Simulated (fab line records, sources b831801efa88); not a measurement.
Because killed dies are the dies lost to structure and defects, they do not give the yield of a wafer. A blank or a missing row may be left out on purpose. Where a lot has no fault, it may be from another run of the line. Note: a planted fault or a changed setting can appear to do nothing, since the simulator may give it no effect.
Comparing a struck lot with a sound one :: flow sky130 :: 15 steps out of a route of 708
Sound: these wafers, L987.1, L987.3, L987.5. The struck wafers were L992.3, L992.5, L992.6. The cause comes at the end.
Per side, at each step with rows, come the tool, then ch with its chambers, and then its first start. Under that, the readings that differ: sound wafers :: struck wafers :: difference of the means :: sigmas: that difference in standard deviations of wafers without a fault.
alike: words and numbers the same on both sides, and readings whose means are apart by under 2 such deviations; not compared: readings that were withheld, readings missing a value for some wafer, numbers with overlapping values and no deviation given by the record, and bounds like >300 which may hide the same value.
Wherever a step has rows on one side only, a row that says differs or no value, or a row with sigmas, the two part there. Numbers that don't overlap but have no deviation are shown without sigmas and don't part them. A reading that every wafer of one side lacks parts them only if that side has two wafers or more.

SKY_METAL4_CD_MEAS_13: the cd target is 300 nm.
  struck on cd_sem-01, day 45 07:05; sound on cd_sem-02, day 44 01:11
  alike: cd_nm
SKY_METAL4_OVL_MEAS_14:
  struck on overlay-02, day 45 07:10; sound on overlay-01, day 44 01:19
  alike: METAL4_OVL
SKY_METAL4_DESCUM_15: chemistry O2, time 8 s.
  sound on rie_metal-02 ch 0,1, day 44 01:21; struck on rie_metal-04 ch 0,1, day 45 07:13
  alike: drypump_motor_current_A, he_backside_leak_sccm, oes_product_au
  not compared: rf_hours_counter_h
SKY_METAL4_ETCH_16: etches BARC in N2/H2, stops on SiO2, time 88.2 s, target depth 60 nm.
  sound on rie_metal-02 ch 0,1, day 44 01:23; struck on rie_metal-04 ch 0,1, day 45 07:16
  alike: bias_w, drypump_motor_current_A, h2_flow_sccm, he_backside_leak_sccm, oes_product_au, throttle_valve_pct
  not compared: rf_hours_counter_h
SKY_METAL4_ETCH_17: etches SiO2 in C4F8/O2/Ar, stops on TiN, time 3.9 s, target depth 15 nm.
  sound on rie_diel-03 ch 0,1,3, day 44 01:29; struck on rie_diel-02 ch 2,3, day 45 07:20
  alike: bias_w, oes_product_au
  not compared: rf_hours_counter_h
SKY_METAL4_METAL_ETCH_18: etches the open film in Cl2/BCl3, stops on SiO2, target depth 845 nm, time 183.1 s.
  sound on rie_metal-03 ch 0,1, day 44 01:29; struck on rie_metal-02 ch 0,1, day 45 07:24
  alike: bias_w, drypump_motor_current_A, he_backside_leak_sccm, oes_product_au, throttle_valve_pct
  not compared: rf_hours_counter_h
SKY_METAL4_STRIP_19: strips in O2/N2.
  sound on plasma_asher-01 ch 0,1, day 44 01:40; struck on plasma_asher-03 ch 0,1, day 45 07:34
reading: strip_time_to_endpoint_s (s)
sound: 6.45 6.48 6.32
struck: 6.57 6.60 6.64
difference: +0.19
sigmas: +2
  alike: drypump_motor_current_A, oes_product_au
  not compared: rf_hours_counter_h
then, 4 steps without rows for these wafers: SKY_METAL4_STRIP_20 (strips in post etch residue remover, time 1200 s); SKY_METAL4_CLEAN_21 (cleans in IPA, time 180 s); SKY_METAL4_CLEAN_22 (cleans in O3/DIW); SKY_VIA4_HDPCVD_00 (deposits SiO2, target thk 1750 nm, time 291.7 s).
SKY_VIA4_THK_MEAS_01:
  struck on film_metro-02, day 45 08:19; sound on film_metro-02, day 44 02:26
  alike: VIA4_HDPCVD_THK
SKY_VIA4_CMP_02: polishes SiO2.
  sound on cmp-02 ch 1,2,3, day 44 02:38; struck on cmp-01 ch 2,3, day 45 08:21
  no value came back on the struck wafers for any of 5 readings (edge_zone_pressure_frac, head_pressure_psi (psi) and others); on the sound wafers edge_zone_pressure_frac reads 1.001 1.000 1.008
reading: model.SiO2_of_VIA4_HDPCVD_00.thk_nm (nm)
sound: 576 578.8 579.3
struck: 1710 1779 1739
difference: +1165
sigmas: 
SKY_VIA4_BOW_MEAS_03:
  struck on film_metro-02, day 45 08:59; sound on film_metro-03, day 44 02:50
reading: VIA4_BOW (um)
sound: 75 82 76
struck: - - -
difference: no value on the struck wafers
sigmas: 
  not compared: hold
SKY_PAD_OPEN_PROBE_99:
  sound wafers here have rows in the record (prober-01, day 47 18:08); struck ones have none

== WHERE THEY PART ==
Last at SKY_PAD_OPEN_PROBE_99 as far as this record goes, first at SKY_METAL4_STRIP_19.

WHY: what had been put in by the simulator
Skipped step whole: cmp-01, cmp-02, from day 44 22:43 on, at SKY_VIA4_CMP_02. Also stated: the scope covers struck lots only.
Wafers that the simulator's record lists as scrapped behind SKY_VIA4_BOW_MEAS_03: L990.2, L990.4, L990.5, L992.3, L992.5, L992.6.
